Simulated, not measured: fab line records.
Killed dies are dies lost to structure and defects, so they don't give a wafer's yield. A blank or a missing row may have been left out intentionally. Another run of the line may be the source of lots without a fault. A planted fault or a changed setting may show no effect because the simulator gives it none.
fab line records	flow gf180mcu	part 1 of 2: steps 1 to 25 of 36
record lots=5	wafers=15	last-day=34
route steps=602 shown V5@552 TOP_METAL@567 PASSIVATION@587
lots untouched by any fault: they come from a run of this same line in which no faults occurred
start-h: start of the lot's first displayed wafer, in hours after the record's first day	wait-h: how many hours have passed since the lot's step before this one	" same as the row above	L1.1+2: a single row standing in for several wafers	- no value, or no start given	* or withheld: withheld	< > ~ a bound
route shown NAME@n: names a module that has steps shown in the file, with the first one's number in the route	usual: mean/standard deviation taken from wafers without a fault	same: alike in all rows	chamber/n: place in a boat	sites: each site's reading	_std_site: their standard deviation	_edge_site: outer sites' mean less inner sites'	radius-mm: for every site, how far away it sits from the centre of the wafer	mask NAME#n: copy n	behind: the last tool/chamber to shape the wafer	hold: the reason the lot was held/the length of the hold in hours/how it ended	device: the transistor (n, p or np) that didn't switch	end of line: the route-end tests of the same wafers	a step given without rows: its recipe and nothing more	killed: at the first sort, the dies lost to defects and structure; wafer yield is something else	map: a wafer's dies, x killed, . not, _ none there
set.NAME: the setting the step ran with; set.NAME@STEP: the setting that earlier step ran with	model.NAME: the simulator's own value behind a step, which no gauge read
certain route steps with their lots: each step a table, each wafer a row
services: the hour from which a tool's chamber was out of use, counted from the record's first day as start-h (under 0 if before that day), plus the number of hours and why
## steps
# step GF_V5_PEB_12
# recipe peb-temp-c=135	peb-time-s=92.22	resist=KrF
# usual plate-sensor-t-centre-C=136.13/0.0094	plate-sensor-t-edge-C=136.29/0.011
lot.wafer	tool	chamber	start-h	wait-h	plate-sensor-t-centre-C	plate-sensor-t-edge-C
L084.1	litho-track-01	0	-	-	136.13	136.28
L084.3	"	0	"	"	136.13	136.3
L084.6	"	0	"	"	136.14	136.3
L090.2	litho-track-01	0	-	-	136.14	136.29
L090.3	"	0	"	"	136.11	136.28
L090.4	"	0	"	"	136.12	136.26
L092.4	litho-track-01	0	-	-	136.13	136.31
L092.5	"	0	"	"	136.14	136.29
L092.6	"	0	"	"	136.12	136.32
L093.1	litho-track-03	0	-	-	136.13	136.3
L093.4	"	0	"	"	136.15	136.29
L093.5	"	0	"	"	136.11	136.3
L094.3	litho-track-03	0	-	-	136.13	136.27
L094.5	"	0	"	"	136.14	136.29
L094.6	"	0	"	"	136.11	136.29
# step GF_V5_DEVELOP_13
# recipe develop-time-s=60	resist=KrF	dev-temp-c=21
lot.wafer	tool	chamber	start-h	wait-h
L084.1+3+6	litho-track-01	0	705.36	0.2
L090.2+3+4	litho-track-01	0	743.78	0.2
L092.4+5+6	litho-track-01	0	751.08	0.1
L093.1+4+5	litho-track-03	0	764.97	0.2
L094.3+5+6	litho-track-03	0	768.27	0.1
# step GF_V5_CD_MEAS_14
# recipe target-cd-nm=260
# usual cd-nm=259.7/1.2
lot.wafer	tool	chamber	start-h	wait-h	cd-nm
L084.1	cd-sem-01	-	705.51	0.1	258.8
L084.3	"	-	"	"	259.3
L084.6	"	-	"	"	259.1
L090.2	cd-sem-01	-	743.93	0.1	258.7
L090.3	"	-	"	"	258.8
L090.4	"	-	"	"	259.7
L092.4	cd-sem-01	-	751.22	0.1	259.6
L092.5	"	-	"	"	260.2
L092.6	"	-	"	"	260.3
L093.1	cd-sem-01	-	765.12	0.1	260.2
L093.4	"	-	"	"	259.5
L093.5	"	-	"	"	259.4
L094.3	cd-sem-01	-	768.41	0.1	261.1
L094.5	"	-	"	"	260.6
L094.6	"	-	"	"	260.5
# step GF_V5_OVL_MEAS_15
# usual V5_OVL=0/6.1
lot.wafer	tool	chamber	start-h	wait-h	V5_OVL[nm]
L084.1	overlay-01	-	705.63	0.1	4
L084.3	"	-	"	"	7
L084.6	"	-	"	"	-1
L090.2	overlay-02	-	744.03	0.1	1
L090.3	"	-	"	"	1
L090.4	"	-	"	"	0
L092.4	overlay-02	-	751.30	0.1	-8
L092.5	"	-	"	"	-3
L092.6	"	-	"	"	0
L093.1	overlay-02	-	765.24	0.1	-5
L093.4	"	-	"	"	-2
L093.5	"	-	"	"	-5
L094.3	overlay-02	-	768.50	0.1	5
L094.5	"	-	"	"	-1
L094.6	"	-	"	"	8
# step GF_V5_ETCH_16
# recipe chemistry=N2/H2	target-depth-a=withheld	overetch-a=withheld	time-s=withheld	target=BARC	ion-energy-ev=200	source-w=500	bias-w=100	pressure-mtorr=30	n2-flow-sccm=100	h2-flow-sccm=200
# usual drypump-motor-current-A=6.0/0.37	oes-product-au=0.853/0.0047	throttle-valve-pct=13.225/0.011
lot.wafer	tool	chamber	start-h	wait-h	drypump-motor-current-A	oes-product-au	throttle-valve-pct
L084.1	rie-diel-03	1	705.66	0.0	6.3	0.852	13.233
L084.3	"	0	"	"	6.4	0.852	13.235
L084.6	"	1	"	"	6.3	0.856	13.227
L090.2	rie-diel-04	2	744.06	0.0	6.3	0.860	13.216
L090.3	"	3	"	"	6.1	0.858	13.232
L090.4	"	0	"	"	5.7	0.851	13.236
L092.4	rie-diel-04	1	751.31	0.0	6.7	0.854	13.227
L092.5	"	3	"	"	6.1	0.854	13.208
L092.6	"	2	"	"	6.4	0.850	13.223
L093.1	rie-diel-01	0	765.27	0.0	6.3	0.849	13.227
L093.4	"	3	"	"	5.6	0.853	13.226
L093.5	"	3	"	"	5.7	0.855	13.214
L094.3	rie-diel-03	0	768.52	0.0	6.3	0.848	13.227
L094.5	"	3	"	"	5.6	0.846	13.220
L094.6	"	0	"	"	6.3	0.858	13.245
# step GF_V5_ETCH_17
# recipe chemistry=C4F8/O2/Ar	mask-material=KrF	target=SiO2	stop-on=TiN	source-w=1500	bias-w=1200	pressure-mtorr=40	c4f8-flow-sccm=withheld	O2_flow_sccm=6	Ar_flow_sccm=300	time-s=withheld	target-depth-a=8550
# usual oes-product-au=0.860/0.0046
lot.wafer	tool	chamber	start-h	wait-h	oes-product-au
L084.1	rie-diel-03	1	-	-	0.864
L084.3	"	0	"	"	0.865
L084.6	"	1	"	"	0.860
L090.2	rie-diel-04	2	-	-	0.857
L090.3	"	3	"	"	0.860
L090.4	"	0	"	"	0.860
L092.4	rie-diel-04	1	-	-	0.863
L092.5	"	3	"	"	0.852
L092.6	"	2	"	"	0.858
L093.1	rie-diel-01	0	-	-	0.851
L093.4	"	3	"	"	0.862
L093.5	"	3	"	"	0.856
L094.3	rie-diel-03	0	-	-	0.861
L094.5	"	3	"	"	0.860
L094.6	"	0	"	"	0.862
# step GF_V5_STRIP_18
# recipe chemistry=O2/N2	power-w=1400	pressure-mtorr=1500	platen-temp-c=250	o2-flow-sccm=3000	n2-flow-sccm=300	overash-fraction=0.5
# usual drypump-motor-current-A=5.8/0.6	heater-power-w=347/42	oes-product-au=0.568/0.0055
lot.wafer	tool	chamber	start-h	wait-h	drypump-motor-current-A	heater-power-w	oes-product-au	rf-hours-counter-h
L084.1	plasma-asher-03	1	705.82	-	4.9	295	0.577	65
L084.3	"	0	"	"	5.7	325	0.569	-
L084.6	"	0	"	"	5.6	327	0.566	-
L090.2	plasma-asher-03	1	744.22	-	4.9	291	0.565	70
L090.3	"	1	"	"	4.9	302	0.565	-
L090.4	"	0	"	"	5.6	327	0.560	-
L092.4	plasma-asher-03	1	751.50	-	4.9	295	0.561	-
L092.5	"	1	"	"	4.9	297	0.566	-
L092.6	"	0	"	"	5.6	321	0.572	-
L093.1	plasma-asher-04	1	765.42	-	6.6	394	0.572	2
L093.4	"	0	"	"	6.1	402	0.567	-
L093.5	"	1	"	"	6.6	397	0.572	-
L094.3	plasma-asher-04	1	768.71	-	6.6	402	0.557	-
L094.5	"	1	"	"	6.6	407	0.567	-
L094.6	"	0	"	"	6.1	417	0.565	-
# step GF_V5_STRIP_19
# recipe chemistry=post-etch-residue-remover	time-s=1200	temp-c=72.5
lot.wafer	tool	chamber	start-h	wait-h
L084.1+3+6	wet-bench-03	2	705.92	0.1
L090.2+3+4	wet-bench-01	2	744.32	0.1
L092.4+5+6	wet-bench-01	1	751.57	0.0
L093.1+4+5	wet-bench-04	1	765.52	0.1
L094.3+5+6	wet-bench-03	1	768.77	0.0
# step GF_V5_CLEAN_20
# recipe chemistry=DIW	dry=n2-spin
lot.wafer	tool	chamber	start-h	wait-h
L084.1+3+6	wet-bench-01	1	706.26	0.0
L090.2+3+4	wet-bench-03	1	744.69	0.0
L092.4+5+6	wet-bench-03	2	751.94	0.0
L093.1+4+5	wet-bench-03	2	765.87	0.0
L094.3+5+6	wet-bench-03	0	769.12	0.0
# step GF_V5_SPUTTER_21
# recipe material=Ti	target-thk-nm=15	chamber-pressure-pa=5	power-w=2500	substrate-temp-c=200	time-s=80.02
# usual cathode-dc-power-W=2500.0/0.45	throttle-valve-pct=30.1/0.89
lot.wafer	tool	chamber	start-h	wait-h	cathode-dc-power-W	throttle-valve-pct
L084.1	pvd-sputter-01	-	706.35	0.0	2500.1	29.7
L084.3	"	-	"	"	2499.8	28.9
L084.6	"	-	"	"	2501.0	29.6
L090.2	pvd-sputter-01	-	744.79	0.0	2500.3	28.7
L090.3	"	-	"	"	2500.8	31.0
L090.4	"	-	"	"	2499.3	29.6
L092.4	pvd-sputter-02	-	752.03	0.0	2500.5	30.0
L092.5	"	-	"	"	2500.5	30.0
L092.6	"	-	"	"	2500.3	30.7
L093.1	pvd-sputter-02	-	765.96	0.0	2500.0	30.6
L093.4	"	-	"	"	2499.1	30.2
L093.5	"	-	"	"	2500.0	30.4
L094.3	pvd-sputter-02	-	769.21	0.0	2500.2	30.0
L094.5	"	-	"	"	2500.4	29.8
L094.6	"	-	"	"	2499.5	29.0
# step GF_V5_SPUTTER_22
# recipe material=TiN	target-thk-nm=10	chamber-pressure-pa=5	power-w=4000	time-s=40
# usual cathode-dc-power-W=3999.9/0.81	throttle-valve-pct=30.1/0.93
lot.wafer	tool	chamber	start-h	wait-h	cathode-dc-power-W	throttle-valve-pct
L084.1	pvd-sputter-01	-	706.41	0.0	3999.8	29.5
L084.3	"	-	"	"	3999.9	28.7
L084.6	"	-	"	"	3999.9	29.9
L090.2	pvd-sputter-01	-	744.85	0.0	3998.9	28.3
L090.3	"	-	"	"	3999.7	31.0
L090.4	"	-	"	"	4000.1	29.6
L092.4	pvd-sputter-02	-	752.09	0.0	4000.3	30.1
L092.5	"	-	"	"	3999.7	29.7
L092.6	"	-	"	"	4000.3	30.7
L093.1	pvd-sputter-02	-	766.02	0.0	4001.0	30.4
L093.4	"	-	"	"	4000.0	29.7
L093.5	"	-	"	"	4000.8	30.5
L094.3	pvd-sputter-02	-	769.27	0.0	4000.8	29.7
L094.5	"	-	"	"	3999.8	29.6
L094.6	"	-	"	"	3999.8	28.9
# step GF_V5_CVD_23
# recipe material=W	target-thk-nm=350	time-s=104.9	temp-c=400	pressure-torr=40
# usual heater-power-w=895/36
lot.wafer	tool	chamber	start-h	wait-h	heater-power-w
L084.1	cvd-w-01	1	706.45	0.0	914
L084.3	"	1	"	"	924
L084.6	"	1	"	"	933
L090.2	cvd-w-01	1	744.89	0.0	931
L090.3	"	1	"	"	933
L090.4	"	0	"	"	904
L092.4	cvd-w-02	0	752.17	0.1	859
L092.5	"	0	"	"	865
L092.6	"	1	"	"	848
L093.1	cvd-w-02	1	766.06	0.0	840
L093.4	"	1	"	"	854
L093.5	"	0	"	"	851
L094.3	cvd-w-01	0	769.35	0.1	919
L094.5	"	1	"	"	941
L094.6	"	0	"	"	913
# step GF_V5_RS_MEAS_24
# recipe thk-meas-gauge=four-point-probe	reads=W_of_V5_CVD_23+TiN_of_V5_SPUTTER_22+Ti_of_V5_SPUTTER_21
# usual V5_W_RS=0.326/0.0045
lot.wafer	tool	chamber	start-h	wait-h	V5_W_RS[ohm/sq]
L084.1	film-metro-02	-	706.56	0.1	0.322
L084.3	"	-	"	"	0.324
L084.6	"	-	"	"	0.327
L090.2	film-metro-04	-	745.02	0.1	0.324
L090.3	"	-	"	"	0.324
L090.4	"	-	"	"	0.333
L092.4	film-metro-04	-	752.30	0.1	0.327
L092.5	"	-	"	"	0.328
L092.6	"	-	"	"	0.320
L093.1	film-metro-01	-	766.17	0.1	0.323
L093.4	"	-	"	"	0.318
L093.5	"	-	"	"	0.330
L094.3	film-metro-01	-	769.46	0.1	0.330
L094.5	"	-	"	"	0.316
L094.6	"	-	"	"	0.329
# step GF_V5_THK_MEAS_25
# recipe thk-meas-gauge=xrf	reads=W_of_V5_CVD_23
# usual V5_W_THK=348/5.5
lot.wafer	tool	chamber	start-h	wait-h	V5_W_THK[nm]
L084.1	film-metro-02	-	706.68	0.1	354
L084.3	"	-	"	"	350
L084.6	"	-	"	"	349
L090.2	film-metro-04	-	745.13	0.1	348
L090.3	"	-	"	"	349
L090.4	"	-	"	"	338
L092.4	film-metro-04	-	752.39	0.1	344
L092.5	"	-	"	"	342
L092.6	"	-	"	"	354
L093.1	film-metro-01	-	766.29	0.1	349
L093.4	"	-	"	"	359
L093.5	"	-	"	"	344
L094.3	film-metro-01	-	769.56	0.1	343
L094.5	"	-	"	"	361
L094.6	"	-	"	"	349
# step GF_V5_CMP_26
# recipe stop-on=SiO2	down-force-psi=3.5	platen-rpm=60	t-overpolish-s=15	target-thk-nm=0	pad-velocity-m-s=0.94248
# usual motor-current-A=11.0/1.7	overpolish-run-s=14.999/0.0094	time-to-endpoint-s=87/3.5
lot.wafer	tool	chamber	start-h	wait-h	motor-current-A	overpolish-run-s	time-to-endpoint-s
L084.3	cmp-02	2	706.84	0.1	11.5	15.006	83
L084.1	"	3	"	"	13.8	15.004	87
L084.6	"	0	"	"	14.0	14.998	88
L090.2	cmp-01	2	745.30	0.2	9.0	14.994	84
L090.4	"	3	"	"	10.0	14.989	87
L090.3	"	0	"	"	11.1	14.987	85
L092.4	cmp-01	3	752.42	0.0	10.4	14.999	86
L092.5	"	3	"	"	9.8	15.004	87
L092.6	"	0	"	"	10.8	14.994	85
L093.1	cmp-01	2	766.35	0.1	8.6	15.003	84
L093.4	"	1	"	"	9.1	14.997	84
L093.5	"	2	"	"	9.3	14.998	80
L094.3	cmp-01	1	769.60	0.0	10.1	15.021	83
L094.6	"	1	"	"	9.6	15.020	87
L094.5	"	2	"	"	8.9	15.003	90
# step GF_TOP_METAL_SPUTTER_00
# recipe material=Ti	target-thk-nm=37.5	arriving-ion-energy-ev=80	substrate-temp-c=200	chamber-pressure-pa=2	power-w=4000	time-s=150
# usual cathode-dc-power-W=4000.0/0.7	throttle-valve-pct=30.2/0.82
lot.wafer	tool	chamber	start-h	wait-h	cathode-dc-power-W	throttle-valve-pct
L084.1	pvd-sputter-02	-	707.04	0.1	4000.9	29.8
L084.3	"	-	"	"	3999.7	29.0
L084.6	"	-	"	"	4000.3	30.3
L090.2	pvd-sputter-03	-	745.55	0.2	4001.4	31.3
L090.3	"	-	"	"	3998.9	31.2
L090.4	"	-	"	"	3999.7	28.8
L092.4	pvd-sputter-02	-	752.72	0.2	3999.7	30.6
L092.5	"	-	"	"	4000.2	29.1
L092.6	"	-	"	"	4001.1	30.6
L093.1	pvd-sputter-02	-	766.65	0.2	4001.1	30.1
L093.4	"	-	"	"	4000.0	30.5
L093.5	"	-	"	"	4000.6	29.2
L094.3	pvd-sputter-03	-	769.90	0.2	3999.8	31.3
L094.5	"	-	"	"	4000.3	30.9
L094.6	"	-	"	"	4001.0	31.2
# step GF_TOP_METAL_SPUTTER_01
# recipe material=TiN	target-thk-nm=30	power-w=6500	time-s=25	chamber-pressure-pa=0.4
# usual cathode-dc-power-W=6499.9/1.4	throttle-valve-pct=30.2/0.81
lot.wafer	tool	chamber	start-h	wait-h	cathode-dc-power-W	throttle-valve-pct
L084.1	pvd-sputter-02	-	707.14	0.1	6502.1	29.9
L084.3	"	-	"	"	6498.2	28.8
L084.6	"	-	"	"	6500.0	30.4
L090.2	pvd-sputter-03	-	745.65	0.1	6496.4	31.6
L090.3	"	-	"	"	6497.9	31.5
L090.4	"	-	"	"	6501.1	29.1
L092.4	pvd-sputter-02	-	752.82	0.1	6498.8	30.7
L092.5	"	-	"	"	6501.1	28.9
L092.6	"	-	"	"	6499.2	30.3
L093.1	pvd-sputter-02	-	766.75	0.1	6501.3	30.2
L093.4	"	-	"	"	6500.7	30.4
L093.5	"	-	"	"	6499.7	28.9
L094.3	pvd-sputter-03	-	770.00	0.1	6500.2	31.1
L094.5	"	-	"	"	6503.1	31.2
L094.6	"	-	"	"	6500.6	31.1
# step GF_TOP_METAL_SPUTTER_02
# recipe material=AlCu	target-thk-nm=900	power-w=10600	chamber-pressure-pa=0.3	substrate-temp-c=250	gas=Ar	time-s=47.82
# usual cathode-dc-power-W=10600/2	throttle-valve-pct=30.2/0.81
lot.wafer	tool	chamber	start-h	wait-h	cathode-dc-power-W	throttle-valve-pct
L084.1	pvd-sputter-02	-	707.17	0.0	10602	29.9
L084.3	"	-	"	"	10598	28.9
L084.6	"	-	"	"	10600	30.5
L090.2	pvd-sputter-03	-	745.68	0.0	10599	31.2
L090.3	"	-	"	"	10602	31.2
L090.4	"	-	"	"	10602	28.8
L092.4	pvd-sputter-02	-	752.85	0.0	10598	30.4
L092.5	"	-	"	"	10601	29.2
L092.6	"	-	"	"	10598	30.6
L093.1	pvd-sputter-02	-	766.78	0.0	10600	30.1
L093.4	"	-	"	"	10600	30.7
L093.5	"	-	"	"	10600	28.9
L094.3	pvd-sputter-03	-	770.03	0.0	10600	31.0
L094.5	"	-	"	"	10601	31.1
L094.6	"	-	"	"	10597	31.3
# step GF_TOP_METAL_SPUTTER_03
# recipe material=Ti	target-thk-nm=5	substrate-temp-c=300	chamber-pressure-pa=0.3	power-w=3000	time-s=3.3
# usual cathode-dc-power-W=3000.0/0.54	throttle-valve-pct=30.2/0.83
lot.wafer	tool	chamber	start-h	wait-h	cathode-dc-power-W	throttle-valve-pct
L084.1	pvd-sputter-02	-	707.22	0.0	3000.6	29.6
L084.3	"	-	"	"	2999.8	29.2
L084.6	"	-	"	"	3001.0	30.6
L090.2	pvd-sputter-03	-	745.73	0.0	3000.1	31.3
L090.3	"	-	"	"	2999.0	31.6
L090.4	"	-	"	"	2999.5	28.7
L092.4	pvd-sputter-02	-	752.90	0.0	2999.8	30.4
L092.5	"	-	"	"	3000.0	29.2
L092.6	"	-	"	"	2999.5	30.3
L093.1	pvd-sputter-02	-	766.82	0.0	3000.2	29.9
L093.4	"	-	"	"	3000.9	30.8
L093.5	"	-	"	"	2999.6	29.0
L094.3	pvd-sputter-03	-	770.08	0.0	3000.2	31.0
L094.5	"	-	"	"	3000.1	31.2
L094.6	"	-	"	"	3000.0	31.3
# step GF_TOP_METAL_SPUTTER_04
# recipe material=TiN	target-thk-nm=25	power-w=6500	time-s=20.8	chamber-pressure-pa=0.4
# usual cathode-dc-power-W=6500.0/1.2	throttle-valve-pct=30.2/0.79
lot.wafer	tool	chamber	start-h	wait-h	cathode-dc-power-W	throttle-valve-pct
L084.1	pvd-sputter-02	-	707.23	0.0	6499.1	29.6
L084.3	"	-	"	"	6498.9	28.9
L084.6	"	-	"	"	6500.0	30.4
L090.2	pvd-sputter-03	-	745.74	0.0	6501.8	31.2
L090.3	"	-	"	"	6499.8	31.5
L090.4	"	-	"	"	6503.4	28.7
L092.4	pvd-sputter-02	-	752.92	0.0	6499.7	30.3
L092.5	"	-	"	"	6499.4	29.0
L092.6	"	-	"	"	6500.7	30.7
L093.1	pvd-sputter-02	-	766.84	0.0	6499.8	29.8
L093.4	"	-	"	"	6500.3	30.8
L093.5	"	-	"	"	6498.0	29.1
L094.3	pvd-sputter-03	-	770.09	0.0	6500.7	31.0
L094.5	"	-	"	"	6500.9	31.2
L094.6	"	-	"	"	6498.2	31.0
# step GF_TOP_METAL_RS_MEAS_05
# recipe thk-meas-gauge=four-point-probe	reads=TiN_of_TOP_METAL_SPUTTER_04+Ti_of_TOP_METAL_SPUTTER_03+AlCu_of_TOP_METAL_SPUTTER_02+TiN_of_TOP_METAL_SPUTTER_01+Ti_of_TOP_METAL_SPUTTER_00
# usual TOP_METAL_ALCU_RS=0.0326/0.00033
lot.wafer	tool	chamber	start-h	wait-h	TOP_METAL_ALCU_RS[ohm/sq]
L084.1	film-metro-01	-	707.26	0.0	0.0318
L084.3	"	-	"	"	0.0322
L084.6	"	-	"	"	0.0318
L090.2	film-metro-01	-	745.79	0.0	0.0325
L090.3	"	-	"	"	0.0323
L090.4	"	-	"	"	0.0324
L092.4	film-metro-03	-	753.00	0.1	0.0325
L092.5	"	-	"	"	0.0326
L092.6	"	-	"	"	0.0321
L093.1	film-metro-03	-	766.87	0.0	0.0328
L093.4	"	-	"	"	0.0327
L093.5	"	-	"	"	0.0333
L094.3	film-metro-01	-	770.16	0.1	0.0327
L094.5	"	-	"	"	0.0329
L094.6	"	-	"	"	0.0323
# step GF_TOP_METAL_THK_MEAS_06
# recipe thk-meas-gauge=xrf	reads=AlCu_of_TOP_METAL_SPUTTER_02
# usual TOP_METAL_ALCU_THK=898/11
lot.wafer	tool	chamber	start-h	wait-h	TOP_METAL_ALCU_THK[nm]
L084.1	film-metro-01	-	707.38	0.1	927
L084.3	"	-	"	"	910
L084.6	"	-	"	"	923
L090.2	film-metro-01	-	745.90	0.1	896
L090.3	"	-	"	"	901
L090.4	"	-	"	"	907
L092.4	film-metro-03	-	753.09	0.1	907
L092.5	"	-	"	"	907
L092.6	"	-	"	"	914
L093.1	film-metro-03	-	766.99	0.1	899
L093.4	"	-	"	"	900
L093.5	"	-	"	"	887
L094.3	film-metro-01	-	770.26	0.1	891
L094.5	"	-	"	"	891
L094.6	"	-	"	"	902
# step GF_TOP_METAL_DEHYDRATE_07
# recipe temp-c=200	time-s=60
lot.wafer	tool	chamber	start-h	wait-h
L084.1+3+6	litho-track-02	0	715.80	8.4
L090.2+3+4	litho-track-04	0	753.14	7.2
L092.4+5+6	litho-track-02	0	761.22	8.1
L093.1+4+5	litho-track-02	0	774.10	7.1
L094.3+5+6	litho-track-03	0	777.47	7.2
# step GF_TOP_METAL_HMDS_08
# recipe prime-time-s=60	prime-temp-c=120
lot.wafer	tool	chamber	start-h	wait-h
L084.1+3+6	litho-track-02	0	715.95	0.1
L090.2+3+4	litho-track-04	0	753.29	0.1
L092.4+5+6	litho-track-02	0	761.37	0.1
L093.1+4+5	litho-track-02	0	774.25	0.1
L094.3+5+6	litho-track-03	0	777.62	0.1
# step GF_TOP_METAL_COAT_09
# recipe resist=NOVOLAK	spin-rpm=3000	resist-thk-nm=1500
# usual dispense-pressure-kPa=52/5.2
lot.wafer	tool	chamber	start-h	wait-h	dispense-pressure-kPa
L084.1	litho-track-02	0	716.10	0.1	59
L084.3	"	0	"	"	59
L084.6	"	0	"	"	59
L090.2	litho-track-04	0	753.44	0.1	48
L090.3	"	0	"	"	48
L090.4	"	0	"	"	48
L092.4	litho-track-02	0	761.52	0.1	59
L092.5	"	0	"	"	59
L092.6	"	0	"	"	59
L093.1	litho-track-02	0	774.40	0.1	59
L093.4	"	0	"	"	59
L093.5	"	0	"	"	59
L094.3	litho-track-03	0	777.77	0.1	48
L094.5	"	0	"	"	48
L094.6	"	0	"	"	48
